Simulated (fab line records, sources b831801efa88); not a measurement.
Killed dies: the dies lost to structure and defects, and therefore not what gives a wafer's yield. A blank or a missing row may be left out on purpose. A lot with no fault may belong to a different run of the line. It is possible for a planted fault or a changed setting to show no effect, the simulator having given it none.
Chamber matching | flow sky130 | 4 sister chambers for SKY_VIA2_CMP_24 on cmp-01
The step polishes, stops on SiO2, t overpolish 20 s, target thk 0 nm. 8 wafers are shown with their chamber, then 7 later ones without.

WAFERS PAIRED WITH THEIR CHAMBERS
wafer  | chamber | motor_current_A (A) | retaining_ring_pressure_frac
L105.4 | 0       | 13.0                | 0.996
L110.3 | 1       | 13.7                | 0.997
L110.5 | 2       | 10.7                | 0.997
L111.2 | 2       | 11.0                | 0.989
L111.4 | 1       | 13.7                | 0.996
L111.6 | 3       | 12.5                | 1.003
L114.1 | 3       | 11.8                | 0.994
L114.4 | 0       | 13.3                | 1.003

WAFERS WHOSE CHAMBER IS MISSING
wafer  | motor_current_A (A) | retaining_ring_pressure_frac
L114.5 | 11.2                | 1.001
L120.1 | 11.1                | 1.001
L120.4 | 10.9                | 0.997
L120.5 | 12.3                | 1.003
L122.1 | 11.0                | 1.004
L122.4 | 12.8                | 0.995
L122.5 | 13.5                | 1.003

CHAMBER TAKEN BY EACH
wafer  | from the rows above          | in truth
L114.5 | can't be placed: 2 or 3      | 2
L120.1 | can't be placed: 2 or 3      | 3
L120.4 | 2                            | 2
L120.5 | can't be placed: 3 or 0      | 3
L122.1 | can't be placed: 2 or 3      | 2
L122.4 | can't be placed: 0 or 3 or 1 | 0
L122.5 | can't be placed: 0 or 1      | 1
Placed correctly: 1 of 7. Can't be placed from these rows: 6 (the true chamber is among the candidates in 6). Placed wrongly: 0.
How it was worked out, from the rows above alone: a wafer's distance from a chamber is the root of the sum, over the readings, of the square of ((its reading less the chamber's mean) divided by the reading's scatter). The wafer belongs to the nearest chamber; if the next one is less than 2 further off, it can't be placed. A chamber's mean is the mean of its shown wafers. The scatter: the root of (the sum of the squares of (reading less its chamber's mean) over the shown wafers, divided by (wafers less chambers)).
